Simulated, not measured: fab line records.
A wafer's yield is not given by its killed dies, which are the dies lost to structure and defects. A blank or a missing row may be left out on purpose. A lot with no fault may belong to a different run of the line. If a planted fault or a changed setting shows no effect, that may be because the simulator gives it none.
fab line records	flow sky130
record lots=24	wafers=72	last_day=50
route steps=708 shown LOCAL_INTERCONNECT@387 VIA2@529 METAL3@532 VIA3@574
lots with no fault: from the same line, run without faults
start_h: hours from the record's first day to the start of the lot's first wafer shown	wait_h: hours elapsed since this lot's preceding step	" identical to the entry in the row above	L1.1+2: one row covering several wafers at once	- no value, or no start given	* or withheld: withheld	< > ~ a bound
route shown NAME@n: NAME is a module with steps in the file, n the number in the route of the first one	usual: the fault-free wafers' mean and standard deviation	same: alike in all rows	chamber/n: place in a boat	sites: per-site readings	_std_site: standard deviation of those values	_edge_site: inner sites' mean taken away from outer sites' mean	radius_mm: how far each site lies from the wafer's centre	mask NAME#n: copy n	behind: tool/chamber where the wafer was last shaped	hold: reason for holding the lot/hours on hold/outcome of the hold	device: whichever transistor did not switch (one of n, p or np)	end of line: at the end of the route, the tests of the same wafers	step lacking rows: just its recipe	killed: at the first sort, the dies lost to defects and structure; wafer yield is something else	map: dies across one wafer; x = killed, . = not, _ = none there
set.NAME: the setting as run; set.NAME@STEP: as run at that earlier step	model.NAME: the simulator's own value behind a step, which no gauge read
one table for each step of the route and one row for each wafer, over a sample of lots
services: a tool's chamber out of use, with start hour (start_h, from the record's first day; less than 0 if before it), hours out, and reason
## steps
# step SKY_LOCAL_INTERCONNECT_SPUTTER_00
# recipe material=TiN	target_thk_nm=100	temp_c=300	power_w=6500	time_s=83.3	chamber_pressure_pa=0.4
# usual throttle_valve_pct=29.7/0.65
lot.wafer	tool	chamber	start_h	wait_h	throttle_valve_pct
L074.1	pvd_sputter-03	-	678.25	0.2	30.2
L074.2	"	-	"	"	29.4
L074.6	"	-	"	"	30.6
L075.1	pvd_sputter-04	-	689.18	0.1	29.1
L075.2	"	-	"	"	29.5
L075.6	"	-	"	"	29.0
L076.1	pvd_sputter-02	-	698.25	0.1	30.0
L076.3	"	-	"	"	30.5
L076.4	"	-	"	"	30.0
L077.1	pvd_sputter-02	-	706.27	0.2	29.9
L077.2	"	-	"	"	30.7
L077.6	"	-	"	"	30.4
L078.4	pvd_sputter-02	-	717.89	0.2	30.6
L078.5	"	-	"	"	30.5
L078.6	"	-	"	"	30.1
L079.1	pvd_sputter-02	-	732.19	0.2	30.0
L079.3	"	-	"	"	29.2
L079.6	"	-	"	"	29.3
L080.2	pvd_sputter-03	-	732.31	0.1	29.5
L080.5	"	-	"	"	30.9
L080.6	"	-	"	"	30.2
L081.2	pvd_sputter-04	-	733.75	0.2	28.9
L081.3	"	-	"	"	28.5
L081.4	"	-	"	"	29.4
L082.1	pvd_sputter-02	-	766.24	0.2	30.5
L082.2	"	-	"	"	29.2
L082.5	"	-	"	"	30.3
L083.1	pvd_sputter-04	-	766.90	0.1	28.4
L083.2	"	-	"	"	29.1
L083.5	"	-	"	"	29.7
L084.1	pvd_sputter-03	-	767.65	0.1	30.8
L084.4	"	-	"	"	30.5
L084.6	"	-	"	"	29.6
L085.1	pvd_sputter-02	-	772.20	0.1	30.5
L085.2	"	-	"	"	30.0
L085.3	"	-	"	"	29.1
L086.1	pvd_sputter-03	-	780.60	0.2	30.7
L086.4	"	-	"	"	30.3
L086.6	"	-	"	"	30.9
L087.1	pvd_sputter-04	-	798.79	0.2	28.8
L087.2	"	-	"	"	29.6
L087.6	"	-	"	"	29.3
L088.1	pvd_sputter-04	-	799.65	0.1	28.6
L088.3	"	-	"	"	28.9
L088.4	"	-	"	"	29.4
L090.2	pvd_sputter-04	-	809.59	0.2	29.4
L090.4	"	-	"	"	29.6
L090.6	"	-	"	"	29.0
L089.2	pvd_sputter-04	-	811.52	0.2	29.5
L089.5	"	-	"	"	28.9
L089.6	"	-	"	"	29.5
L091.1	pvd_sputter-04	-	814.25	0.1	29.1
L091.4	"	-	"	"	29.7
L091.5	"	-	"	"	28.8
L092.1	pvd_sputter-03	-	824.64	0.1	30.1
L092.5	"	-	"	"	30.8
L092.6	"	-	"	"	30.1
L093.4	pvd_sputter-02	-	830.85	0.2	29.2
L093.5	"	-	"	"	29.2
L093.6	"	-	"	"	30.0
L094.3	pvd_sputter-04	-	836.96	0.1	29.3
L094.4	"	-	"	"	29.2
L094.6	"	-	"	"	29.3
L095.2	pvd_sputter-04	-	848.30	0.2	28.6
L095.3	"	-	"	"	29.3
L095.6	"	-	"	"	29.0
L096.2	pvd_sputter-03	-	855.05	0.1	30.6
L096.4	"	-	"	"	30.4
L096.6	"	-	"	"	30.9
L097.1	pvd_sputter-03	-	855.95	0.2	29.2
L097.2	"	-	"	"	30.0
L097.6	"	-	"	"	29.5
# step SKY_VIA2_RS_MEAS_22
# recipe thk_meas_gauge=four-point-probe	reads=W_of_VIA2_CVD_21+TiN_of_VIA2_SPUTTER_20
# usual VIA2_W_RS=0.2729/0.0028
lot.wafer	tool	chamber	start_h	wait_h	VIA2_W_RS[ohm/sq]
L074.1	film_metro-01	-	851.68	0.1	0.2714
L074.2	"	-	"	"	0.2699
L074.6	"	-	"	"	0.2689
L075.1	film_metro-04	-	860.98	0.1	0.2748
L075.2	"	-	"	"	0.2733
L075.6	"	-	"	"	0.2767
L076.1	film_metro-04	-	868.70	0.1	0.2722
L076.3	"	-	"	"	0.2757
L076.4	"	-	"	"	0.2737
L077.1	film_metro-02	-	877.33	0.1	0.2700
L077.2	"	-	"	"	0.2696
L077.6	"	-	"	"	0.2742
L078.4	film_metro-02	-	888.06	0.1	0.2695
L078.5	"	-	"	"	0.2664
L078.6	"	-	"	"	0.2711
L079.1	film_metro-04	-	899.18	0.1	0.2699
L079.3	"	-	"	"	0.2691
L079.6	"	-	"	"	0.2699
L080.2	film_metro-04	-	900.75	0.1	0.2755
L080.5	"	-	"	"	0.2753
L080.6	"	-	"	"	0.2677
L081.2	film_metro-02	-	902.20	0.1	0.2696
L081.3	"	-	"	"	0.2726
L081.4	"	-	"	"	0.2714
L082.1	film_metro-04	-	931.88	0.1	0.2753
L082.2	"	-	"	"	0.2745
L082.5	"	-	"	"	0.2758
L083.1	film_metro-04	-	933.05	0.1	0.2713
L083.2	"	-	"	"	0.2690
L083.5	"	-	"	"	0.2717
L084.1	film_metro-04	-	934.36	0.1	0.2746
L084.4	"	-	"	"	0.2733
L084.6	"	-	"	"	0.2754
L085.1	film_metro-04	-	939.83	0.1	0.2708
L085.2	"	-	"	"	0.2769
L085.3	"	-	"	"	0.2768
L086.1	film_metro-01	-	946.05	0.1	0.2727
L086.4	"	-	"	"	0.2775
L086.6	"	-	"	"	0.2720
L087.1	film_metro-02	-	964.07	0.1	0.2796
L087.2	"	-	"	"	0.2725
L087.6	"	-	"	"	0.2700
L088.1	film_metro-02	-	964.83	0.1	0.2704
L088.3	"	-	"	"	0.2714
L088.4	"	-	"	"	0.2725
L090.2	film_metro-01	-	972.74	0.1	0.2731
L090.4	"	-	"	"	0.2701
L090.6	"	-	"	"	0.2686
L089.2	film_metro-01	-	974.00	0.1	0.2744
L089.5	"	-	"	"	0.2747
L089.6	"	-	"	"	0.2699
L091.1	film_metro-02	-	976.27	0.1	0.2678
L091.4	"	-	"	"	0.2711
L091.5	"	-	"	"	0.2753
L092.1	film_metro-04	-	984.55	0.1	0.2764
L092.5	"	-	"	"	0.2742
L092.6	"	-	"	"	0.2812
L093.4	film_metro-04	-	992.50	0.1	0.2734
L093.5	"	-	"	"	0.2723
L093.6	"	-	"	"	0.2785
L094.3	film_metro-02	-	997.63	0.1	0.2736
L094.4	"	-	"	"	0.2734
L094.6	"	-	"	"	0.2741
L095.2	film_metro-02	-	1009.40	0.1	0.2669
L095.3	"	-	"	"	0.2735
L095.6	"	-	"	"	0.2691
L096.2	film_metro-02	-	1013.16	0.1	0.2731
L096.4	"	-	"	"	0.2757
L096.6	"	-	"	"	0.2757
L097.1	film_metro-02	-	1014.37	0.1	0.2753
L097.2	"	-	"	"	0.2728
L097.6	"	-	"	"	0.2755
# step SKY_METAL3_SPUTTER_00
# recipe material=Ti	target_thk_nm=15	power_w=3000	time_s=10	chamber_pressure_pa=0.4
# usual throttle_valve_pct=30.0/0.7
lot.wafer	tool	chamber	start_h	wait_h	throttle_valve_pct
L074.1	pvd_sputter-03	-	852.16	0.2	30.8
L074.2	"	-	"	"	29.4
L074.6	"	-	"	"	30.4
L075.1	pvd_sputter-03	-	861.70	0.1	30.1
L075.2	"	-	"	"	30.9
L075.6	"	-	"	"	30.6
L076.1	pvd_sputter-03	-	869.18	0.1	29.1
L076.3	"	-	"	"	30.5
L076.4	"	-	"	"	30.3
L077.1	pvd_sputter-02	-	877.81	0.2	29.4
L077.2	"	-	"	"	30.0
L077.6	"	-	"	"	29.4
L078.4	pvd_sputter-01	-	888.48	0.2	31.3
L078.5	"	-	"	"	29.4
L078.6	"	-	"	"	31.2
L079.1	pvd_sputter-03	-	899.66	0.2	30.1
L079.3	"	-	"	"	29.4
L079.6	"	-	"	"	30.6
L080.2	pvd_sputter-03	-	901.21	0.1	29.4
L080.5	"	-	"	"	29.0
L080.6	"	-	"	"	30.2
L081.2	pvd_sputter-01	-	902.66	0.1	31.1
L081.3	"	-	"	"	29.9
L081.4	"	-	"	"	29.1
L082.1	pvd_sputter-01	-	932.36	0.2	29.8
L082.2	"	-	"	"	29.5
L082.5	"	-	"	"	31.1
L083.1	pvd_sputter-01	-	933.53	0.1	31.0
L083.2	"	-	"	"	30.0
L083.5	"	-	"	"	29.1
L084.1	pvd_sputter-01	-	934.84	0.1	31.3
L084.4	"	-	"	"	31.3
L084.6	"	-	"	"	29.1
L085.1	pvd_sputter-01	-	940.31	0.1	31.2
L085.2	"	-	"	"	29.6
L085.3	"	-	"	"	28.9
L086.1	pvd_sputter-01	-	946.53	0.2	29.3
L086.4	"	-	"	"	31.0
L086.6	"	-	"	"	28.9
L087.1	pvd_sputter-01	-	964.55	0.1	29.5
L087.2	"	-	"	"	29.9
L087.6	"	-	"	"	28.9
L088.1	pvd_sputter-02	-	965.31	0.1	30.1
L088.3	"	-	"	"	30.5
L088.4	"	-	"	"	29.4
L090.2	pvd_sputter-01	-	973.47	0.2	29.5
L090.4	"	-	"	"	29.6
L090.6	"	-	"	"	29.6
L089.2	pvd_sputter-01	-	974.67	0.1	30.8
L089.5	"	-	"	"	29.1
L089.6	"	-	"	"	29.5
L091.1	pvd_sputter-03	-	976.92	0.2	31.0
L091.4	"	-	"	"	30.5
L091.5	"	-	"	"	30.9
L092.1	pvd_sputter-03	-	985.03	0.1	29.9
L092.5	"	-	"	"	30.6
L092.6	"	-	"	"	30.8
L093.4	pvd_sputter-02	-	992.92	0.2	30.6
L093.5	"	-	"	"	29.9
L093.6	"	-	"	"	30.6
L094.3	pvd_sputter-02	-	998.07	0.2	29.4
L094.4	"	-	"	"	30.7
L094.6	"	-	"	"	30.0
L095.2	pvd_sputter-01	-	1009.98	0.1	29.2
L095.3	"	-	"	"	29.8
L095.6	"	-	"	"	29.1
L096.2	pvd_sputter-03	-	1013.62	0.1	30.8
L096.4	"	-	"	"	30.3
L096.6	"	-	"	"	30.5
L097.1	pvd_sputter-01	-	1014.85	0.2	29.7
L097.2	"	-	"	"	29.6
L097.6	"	-	"	"	29.4
# step SKY_METAL3_STRIP_19
# recipe chemistry=O2/N2	power_w=1400	pressure_mtorr=1500	platen_temp_c=withheld	o2_flow_sccm=3000	n2_flow_sccm=300	overash_fraction=0.5
# usual drypump_motor_current_A=5.6/0.34	oes_product_au=0.497/0.008	strip_time_to_endpoint_s=6.41/0.15
# same overash_fraction=0.5
lot.wafer	tool	chamber	start_h	wait_h	drypump_motor_current_A	oes_product_au	rf_hours_counter_h	strip_time_to_endpoint_s
L074.1	plasma_asher-03	1	904.36	0.1	6.1	0.504	78	6.67
L074.2	"	0	"	"	5.7	0.502	78	6.60
L074.6	"	0	"	"	5.7	0.510	-	6.52
L075.1	plasma_asher-01	1	914.80	0.1	5.2	0.499	46	6.54
L075.2	"	0	"	"	5.6	0.508	46	6.64
L075.6	"	0	"	"	5.6	0.502	-	6.49
L076.1	plasma_asher-02	1	921.91	0.1	5.9	0.511	18	6.71
L076.3	"	1	"	"	5.9	0.498	-	6.55
L076.4	"	0	"	"	5.1	0.504	-	6.65
L077.1	plasma_asher-02	1	930.10	0.1	5.9	0.508	19	6.69
L077.2	"	0	"	"	5.2	0.498	19	6.47
L077.6	"	0	"	"	5.2	0.485	-	6.46
L078.4	plasma_asher-02	1	940.06	0.2	5.9	0.490	-	6.29
L078.5	"	1	"	"	5.9	0.489	-	6.22
L078.6	"	0	"	"	5.2	0.496	-	6.27
L079.1	plasma_asher-02	0	951.48	0.3	5.1	0.497	21	6.32
L079.3	"	0	"	"	5.1	0.508	-	6.36
L079.6	"	1	"	"	5.9	0.495	-	6.38
L080.2	plasma_asher-02	0	952.25	0.1	5.1	0.507	21	6.58
L080.5	"	1	"	"	5.8	0.514	-	6.67
L080.6	"	0	"	"	5.1	0.500	-	6.54
L081.2	plasma_asher-03	0	953.34	0.1	5.7	0.500	82	6.47
L081.3	"	1	"	"	6.1	0.487	-	6.36
L081.4	"	0	"	"	5.7	0.502	-	6.45
L082.1	plasma_asher-03	1	982.41	0.1	6.1	0.494	85	6.20
L082.2	"	0	"	"	5.7	0.500	85	6.37
L082.5	"	0	"	"	5.7	0.486	-	6.28
L083.1	plasma_asher-01	1	983.57	0.1	5.2	0.494	53	6.43
L083.2	"	0	"	"	5.6	0.488	53	6.22
L083.5	"	0	"	"	5.5	0.484	-	6.29
L084.1	plasma_asher-01	0	984.51	0.1	5.6	0.496	53	6.37
L084.4	"	1	"	"	5.2	0.481	-	6.13
L084.6	"	1	"	"	5.2	0.494	-	6.20
L085.1	plasma_asher-03	1	989.20	0.1	6.0	0.508	86	6.62
L085.2	"	0	"	"	5.7	0.514	86	6.69
L085.3	"	0	"	"	5.7	0.505	-	6.56
L086.1	plasma_asher-01	1	996.35	0.1	5.2	0.507	54	6.56
L086.4	"	0	"	"	5.6	0.497	-	6.51
L086.6	"	0	"	"	5.6	0.501	-	6.52
L087.1	plasma_asher-01	0	1013.32	0.1	5.6	0.506	55	6.51
L087.2	"	1	"	"	5.2	0.501	55	6.49
L087.6	"	1	"	"	5.2	0.507	-	6.55
L088.1	plasma_asher-02	0	1014.16	0.1	5.1	0.494	27	6.30
L088.3	"	1	"	"	5.9	0.490	-	6.13
L088.4	"	0	"	"	5.1	0.497	-	6.34
L090.2	plasma_asher-02	0	1022.52	0.1	5.1	0.500	28	6.37
L090.4	"	0	"	"	5.1	0.503	-	6.43
L090.6	"	0	"	"	5.1	0.494	-	6.41
L089.2	plasma_asher-02	0	1023.82	0.1	5.1	0.493	28	6.34
L089.5	"	1	"	"	5.9	0.487	-	6.21
L089.6	"	0	"	"	5.1	0.494	-	6.38
L091.1	plasma_asher-03	0	1025.25	0.1	5.7	0.501	89	6.40
L091.4	"	0	"	"	5.7	0.503	-	6.44
L091.5	"	1	"	"	6.1	0.498	-	6.49
L092.1	plasma_asher-03	0	1032.57	0.1	5.7	0.503	90	6.35
L092.5	"	1	"	"	6.1	0.503	-	6.50
L092.6	"	0	"	"	5.7	0.493	-	6.34
L093.4	plasma_asher-03	0	1040.30	0.1	5.7	0.491	-	6.13
L093.5	"	0	"	"	5.7	0.497	-	6.32
L093.6	"	1	"	"	6.1	0.489	-	6.17
L094.3	plasma_asher-03	0	1046.63	0.1	5.7	0.485	-	6.16
L094.4	"	1	"	"	6.1	0.494	-	6.41
L094.6	"	1	"	"	6.1	0.488	-	6.36
L095.2	plasma_asher-03	1	1056.56	0.1	6.1	0.484	93	6.31
L095.3	"	1	"	"	6.1	0.491	-	6.48
L095.6	"	1	"	"	6.1	0.495	-	6.37
L096.2	plasma_asher-03	0	1059.25	0.1	5.7	0.512	93	6.53
L096.4	"	0	"	"	5.7	0.499	-	6.55
L096.6	"	1	"	"	6.0	0.498	-	6.35
L097.1	plasma_asher-01	0	1060.20	0.1	5.6	0.502	61	6.51
L097.2	"	1	"	"	5.2	0.490	61	6.40
L097.6	"	1	"	"	5.2	0.506	-	6.39
# step SKY_VIA3_THK_MEAS_01
# recipe reads=SiO2_of_VIA3_HDPCVD_00
# usual VIA3_HDPCVD_THK=1659/20
lot.wafer	tool	chamber	start_h	wait_h	VIA3_HDPCVD_THK[nm]
L074.1	film_metro-03	-	905.12	0.1	1690
L074.2	"	-	"	"	1679
L074.6	"	-	"	"	1653
L075.1	film_metro-03	-	915.60	0.1	1626
L075.2	"	-	"	"	1629
L075.6	"	-	"	"	1658
L076.1	film_metro-04	-	922.67	0.1	1674
L076.3	"	-	"	"	1663
L076.4	"	-	"	"	1656
L077.1	film_metro-03	-	930.86	0.1	1666
L077.2	"	-	"	"	1690
L077.6	"	-	"	"	1674
L078.4	film_metro-01	-	940.82	0.0	1636
L078.5	"	-	"	"	1674
L078.6	"	-	"	"	1666
L079.1	film_metro-01	-	952.33	0.2	1662
L079.3	"	-	"	"	1673
L079.6	"	-	"	"	1648
L080.2	film_metro-03	-	953.14	0.2	1637
L080.5	"	-	"	"	1653
L080.6	"	-	"	"	1688
L081.2	film_metro-03	-	954.23	0.2	1650
L081.3	"	-	"	"	1648
L081.4	"	-	"	"	1642
L082.1	film_metro-03	-	983.25	0.2	1652
L082.2	"	-	"	"	1633
L082.5	"	-	"	"	1640
L083.1	film_metro-03	-	984.33	0.1	1642
L083.2	"	-	"	"	1659
L083.5	"	-	"	"	1672
L084.1	film_metro-03	-	985.27	0.1	1676
L084.4	"	-	"	"	1669
L084.6	"	-	"	"	1668
L085.1	film_metro-04	-	990.09	0.2	1659
L085.2	"	-	"	"	1648
L085.3	"	-	"	"	1665
L086.1	film_metro-03	-	997.20	0.1	1651
L086.4	"	-	"	"	1646
L086.6	"	-	"	"	1666
L087.1	film_metro-04	-	1014.16	0.2	1634
L087.2	"	-	"	"	1627
L087.6	"	-	"	"	1638
L088.1	film_metro-03	-	1014.92	0.1	1704
L088.3	"	-	"	"	1687
L088.4	"	-	"	"	1669
L090.2	film_metro-04	-	1023.41	0.2	1631
L090.4	"	-	"	"	1645
L090.6	"	-	"	"	1623
L089.2	film_metro-03	-	1024.67	0.2	1630
L089.5	"	-	"	"	1638
L089.6	"	-	"	"	1633
L091.1	film_metro-04	-	1026.12	0.2	1703
L091.4	"	-	"	"	1688
L091.5	"	-	"	"	1679
L092.1	film_metro-03	-	1033.42	0.2	1634
L092.5	"	-	"	"	1650
L092.6	"	-	"	"	1644
L093.4	film_metro-04	-	1041.26	0.1	1648
L093.5	"	-	"	"	1658
L093.6	"	-	"	"	1649
L094.3	film_metro-03	-	1047.39	0.1	1665
L094.4	"	-	"	"	1643
L094.6	"	-	"	"	1682
L095.2	film_metro-04	-	1057.37	0.1	1699
L095.3	"	-	"	"	1714
L095.6	"	-	"	"	1679
L096.2	film_metro-04	-	1060.02	0.1	1682
L096.4	"	-	"	"	1680
L096.6	"	-	"	"	1691
L097.1	film_metro-03	-	1060.96	0.1	1653
L097.2	"	-	"	"	1667
L097.6	"	-	"	"	1690
# step SKY_VIA3_CD_MEAS_12
# recipe target_cd_nm=200
# usual cd_nm=200.1/1.6
lot.wafer	tool	chamber	start_h	wait_h	cd_nm
L074.1	cd_sem-01	-	930.48	-	201.7
L074.2	"	-	"	"	200.9
L074.6	"	-	"	"	201.9
L075.1	cd_sem-02	-	941.94	-	200.7
L075.2	"	-	"	"	200.8
L075.6	"	-	"	"	200.9
L076.1	cd_sem-01	-	947.78	-	198.9
L076.3	"	-	"	"	201.0
L076.4	"	-	"	"	201.4
L077.1	cd_sem-01	-	956.04	-	200.2
L077.2	"	-	"	"	198.7
L077.6	"	-	"	"	200.0
L078.4	cd_sem-01	-	965.70	-	201.3
L078.5	"	-	"	"	202.3
L078.6	"	-	"	"	202.6
L079.1	cd_sem-02	-	976.87	-	200.4
L079.3	"	-	"	"	199.6
L079.6	"	-	"	"	200.2
L080.2	cd_sem-01	-	977.11	-	199.6
L080.5	"	-	"	"	199.6
L080.6	"	-	"	"	198.8
L081.2	cd_sem-01	-	978.84	-	198.2
L081.3	"	-	"	"	198.1
L081.4	"	-	"	"	198.8
L082.1	cd_sem-01	-	1007.08	-	201.0
L082.2	"	-	"	"	199.8
L082.5	"	-	"	"	201.0
L083.1	cd_sem-01	-	1008.17	-	202.7
L083.2	"	-	"	"	201.0
L083.5	"	-	"	"	200.1
L084.1	cd_sem-01	-	1009.52	-	199.0
L084.4	"	-	"	"	199.1
L084.6	"	-	"	"	198.5
L085.1	cd_sem-02	-	1014.64	-	197.8
L085.2	"	-	"	"	200.6
L085.3	"	-	"	"	199.3
L086.1	cd_sem-02	-	1020.82	-	201.5
L086.4	"	-	"	"	200.3
L086.6	"	-	"	"	200.7
L087.1	cd_sem-02	-	1036.83	-	204.6
L087.2	"	-	"	"	202.7
L087.6	"	-	"	"	203.1
L088.1	cd_sem-01	-	1037.54	-	202.2
L088.3	"	-	"	"	202.9
L088.4	"	-	"	"	203.8
L090.2	cd_sem-02	-	1047.16	-	200.1
L090.4	"	-	"	"	199.9
L090.6	"	-	"	"	200.2
L089.2	cd_sem-01	-	1047.35	-	200.8
L089.5	"	-	"	"	198.7
L089.6	"	-	"	"	197.8
L091.1	cd_sem-02	-	1049.24	-	198.2
L091.4	"	-	"	"	197.4
L091.5	"	-	"	"	196.9
L092.1	cd_sem-02	-	1056.20	-	200.9
L092.5	"	-	"	"	201.6
L092.6	"	-	"	"	201.0
L093.4	cd_sem-01	-	1063.69	-	199.5
L093.5	"	-	"	"	197.4
L093.6	"	-	"	"	196.8
L094.3	cd_sem-01	-	1069.47	-	200.5
L094.4	"	-	"	"	200.8
L094.6	"	-	"	"	200.1
L095.2	cd_sem-01	-	1078.94	-	197.2
L095.3	"	-	"	"	198.8
L095.6	"	-	"	"	197.9
L096.2	cd_sem-01	-	1080.76	-	197.5
L096.4	"	-	"	"	200.3
L096.6	"	-	"	"	198.4
L097.1	cd_sem-01	-	1083.17	-	198.5
L097.2	"	-	"	"	200.2
L097.6	"	-	"	"	199.2
## services
tool	chamber	start_h	hours	kind
plasma_asher-02	-	672.43	3.5	repair
pvd_sputter-04	-	685.80	2.3	repair
pvd_sputter-03	3	697.37	-	consumable_replace:kit
pvd_sputter-03	3	697.37	18.0	scheduled_down
pvd_sputter-03	3	697.37	18.0	vent_cycle
plasma_asher-02	-	733.75	9.0	pm
plasma_asher-02	-	755.00	0.4	repair
plasma_asher-02	-	756.60	2.8	pm
pvd_sputter-02	-	767.07	1.0	repair
plasma_asher-03	-	767.61	3.6	repair
pvd_sputter-02	-	794.50	20.5	repair
pvd_sputter-02	-	831.49	20.7	repair
plasma_asher-01	-	833.13	7.7	pm
plasma_asher-01	-	853.40	6.8	repair
plasma_asher-01	-	880.03	0.5	repair
pvd_sputter-02	-	885.51	20.8	repair
pvd_sputter-03	-	907.85	36.5	repair
plasma_asher-03	-	928.35	1.0	repair
plasma_asher-03	-	934.25	2.8	pm
plasma_asher-01	-	934.33	1.2	repair
plasma_asher-01	-	935.68	1.6	repair
plasma_asher-01	-	993.15	2.8	pm
pvd_sputter-01	-	996.94	1.3	repair
plasma_asher-02	-	1035.97	26.9	repair
## key
fault none
